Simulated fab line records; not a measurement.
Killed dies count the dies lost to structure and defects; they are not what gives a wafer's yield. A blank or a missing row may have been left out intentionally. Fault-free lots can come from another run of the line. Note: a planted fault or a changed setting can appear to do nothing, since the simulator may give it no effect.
Tool commonality check || flow sky130 || Lots sampled 13, wafers sampled 39

WHY THIS WAS OPENED
Of 13 lots, 2 have the reading GATE_OXIDE_OXIDATION_00_THK flagged at SKY_GATE_OXIDE_THK_MEAS_02. Wafers without a fault read 10.32 nm, standard deviation 0.16.
Rule: flag the lot when none of its wafers has a number, or when each of its wafers that has one lies beyond 4 standard deviations from that mean. The rest of the lots are taken to be sound.

{"lot": "L851", "measured": "day 13 10:37", "on": "film metro-03", "GATE_OXIDE_OXIDATION_00_THK (nm), wafer by wafer": "10.32 10.31 10.47", "flag": ""}
{"lot": "L852", "measured": "day 14 05:26", "on": "film metro-01", "GATE_OXIDE_OXIDATION_00_THK (nm), wafer by wafer": "10.38 10.26 10.64", "flag": ""}
{"lot": "L855", "measured": "day 15 02:02", "on": "film metro-02", "GATE_OXIDE_OXIDATION_00_THK (nm), wafer by wafer": "10.42 10.21 10.32", "flag": ""}
{"lot": "L857", "measured": "day 15 09:10", "on": "film metro-02", "GATE_OXIDE_OXIDATION_00_THK (nm), wafer by wafer": "10.25 10.18 10.26", "flag": ""}
{"lot": "L858", "measured": "day 15 13:26", "on": "film metro-02", "GATE_OXIDE_OXIDATION_00_THK (nm), wafer by wafer": "10.31 10.31 10.24", "flag": ""}
{"lot": "L859", "measured": "day 16 06:20", "on": "film metro-02", "GATE_OXIDE_OXIDATION_00_THK (nm), wafer by wafer": "10.22 10.32 10.19", "flag": ""}
{"lot": "L863", "measured": "day 17 19:52", "on": "film metro-03", "GATE_OXIDE_OXIDATION_00_THK (nm), wafer by wafer": "12.89 13.02 12.80", "flag": "FLAGGED"}
{"lot": "L864", "measured": "day 17 19:53", "on": "film metro-02", "GATE_OXIDE_OXIDATION_00_THK (nm), wafer by wafer": "12.55 12.56 12.65", "flag": "FLAGGED"}
{"lot": "L866", "measured": "day 18 17:12", "on": "film metro-02", "GATE_OXIDE_OXIDATION_00_THK (nm), wafer by wafer": "10.57 10.30 10.48", "flag": ""}
{"lot": "L867", "measured": "day 18 21:38", "on": "film metro-02", "GATE_OXIDE_OXIDATION_00_THK (nm), wafer by wafer": "10.37 10.34 10.29", "flag": ""}
{"lot": "L871", "measured": "day 20 08:58", "on": "film metro-03", "GATE_OXIDE_OXIDATION_00_THK (nm), wafer by wafer": "10.20 10.29 10.37", "flag": ""}
{"lot": "L873", "measured": "day 20 13:39", "on": "film metro-02", "GATE_OXIDE_OXIDATION_00_THK (nm), wafer by wafer": "10.40 10.26 10.25", "flag": ""}
{"lot": "L874", "measured": "day 21 08:01", "on": "film metro-03", "GATE_OXIDE_OXIDATION_00_THK (nm), wafer by wafer": "10.08 10.37 10.16", "flag": ""}
The numbers of the flagged lots are 12.75 nm on average: +2.43 nm against the usual, or +15 standard deviations.

LOT BY LOT: THE TOOL USED
The record keeps 1 process step preceding the reading, out of 708 steps on the route. In each cell: the tool, then ch and the chambers that the sampled wafers went through, then the start.
{"lot": "L851", "flag": "", "SKY_GATE_OXIDE_OXIDATION_01": "furnace-02 ch 0, day 13 09:12"}
{"lot": "L852", "flag": "", "SKY_GATE_OXIDE_OXIDATION_01": "furnace-01 ch 0, day 14 04:02"}
{"lot": "L855", "flag": "", "SKY_GATE_OXIDE_OXIDATION_01": "furnace-01 ch 0, day 15 00:38"}
{"lot": "L857", "flag": "", "SKY_GATE_OXIDE_OXIDATION_01": "furnace-01 ch 0, day 15 07:45"}
{"lot": "L858", "flag": "", "SKY_GATE_OXIDE_OXIDATION_01": "furnace-01 ch 0, day 15 12:02"}
{"lot": "L859", "flag": "", "SKY_GATE_OXIDE_OXIDATION_01": "furnace-02 ch 0, day 16 04:55"}
{"lot": "L863", "flag": "FLAGGED", "SKY_GATE_OXIDE_OXIDATION_01": "furnace-01 ch 0, day 17 18:27"}
{"lot": "L864", "flag": "FLAGGED", "SKY_GATE_OXIDE_OXIDATION_01": "furnace-01 ch 0, day 17 18:27"}
{"lot": "L866", "flag": "", "SKY_GATE_OXIDE_OXIDATION_01": "furnace-02 ch 0, day 18 15:47"}
{"lot": "L867", "flag": "", "SKY_GATE_OXIDE_OXIDATION_01": "furnace-02 ch 0, day 18 20:13"}
{"lot": "L871", "flag": "", "SKY_GATE_OXIDE_OXIDATION_01": "furnace-02 ch 0, day 20 07:32"}
{"lot": "L873", "flag": "", "SKY_GATE_OXIDE_OXIDATION_01": "furnace-02 ch 0, day 20 12:14"}
{"lot": "L874", "flag": "", "SKY_GATE_OXIDE_OXIDATION_01": "furnace-01 ch 0, day 21 06:37"}
What the steps here do:
- SKY_GATE_OXIDE_OXIDATION_01: stabilise 600 s, purge 300 s, target thk 10.268 nm.
- SKY_GATE_OXIDE_THK_MEAS_02

FLAGGED OVER TOTAL, TOOL BY TOOL (the gauges that took the reading come last)
{"step": "SKY_GATE_OXIDE_OXIDATION_01", "tool": "furnace-01", "lots run": 7, "flagged": 2, "share of the flagged lots": "all", "sound lots run after its first flagged lot": "1 (L874)"}
{"step": "SKY_GATE_OXIDE_OXIDATION_01", "tool": "furnace-02", "lots run": 6, "flagged": 0, "share of the flagged lots": "none", "sound lots run after its first flagged lot": "-"}
{"step": "SKY_GATE_OXIDE_THK_MEAS_02", "tool": "film metro-01", "lots run": 1, "flagged": 0, "share of the flagged lots": "none", "sound lots run after its first flagged lot": "-"}
{"step": "SKY_GATE_OXIDE_THK_MEAS_02", "tool": "film metro-02", "lots run": 8, "flagged": 1, "share of the flagged lots": "some", "sound lots run after its first flagged lot": "3 (L866,L867,L873)"}
{"step": "SKY_GATE_OXIDE_THK_MEAS_02", "tool": "film metro-03", "lots run": 4, "flagged": 1, "share of the flagged lots": "some", "sound lots run after its first flagged lot": "2 (L871,L874)"}

WHAT THE TABLE ALLOWS
All flagged lots share 1 row of the table, namely furnace-01 at SKY_GATE_OXIDE_OXIDATION_01.
- furnace-01 at SKY_GATE_OXIDE_OXIDATION_01 ran 7 lots, 2 of them flagged. Lots that were sound ran on it after the first flagged one (L874); a persistent fault on the entire tool would not allow that.
No row of the table ran every flagged lot and no sound lot after the first.

WHAT WAS PUT IN BY THE SIMULATOR
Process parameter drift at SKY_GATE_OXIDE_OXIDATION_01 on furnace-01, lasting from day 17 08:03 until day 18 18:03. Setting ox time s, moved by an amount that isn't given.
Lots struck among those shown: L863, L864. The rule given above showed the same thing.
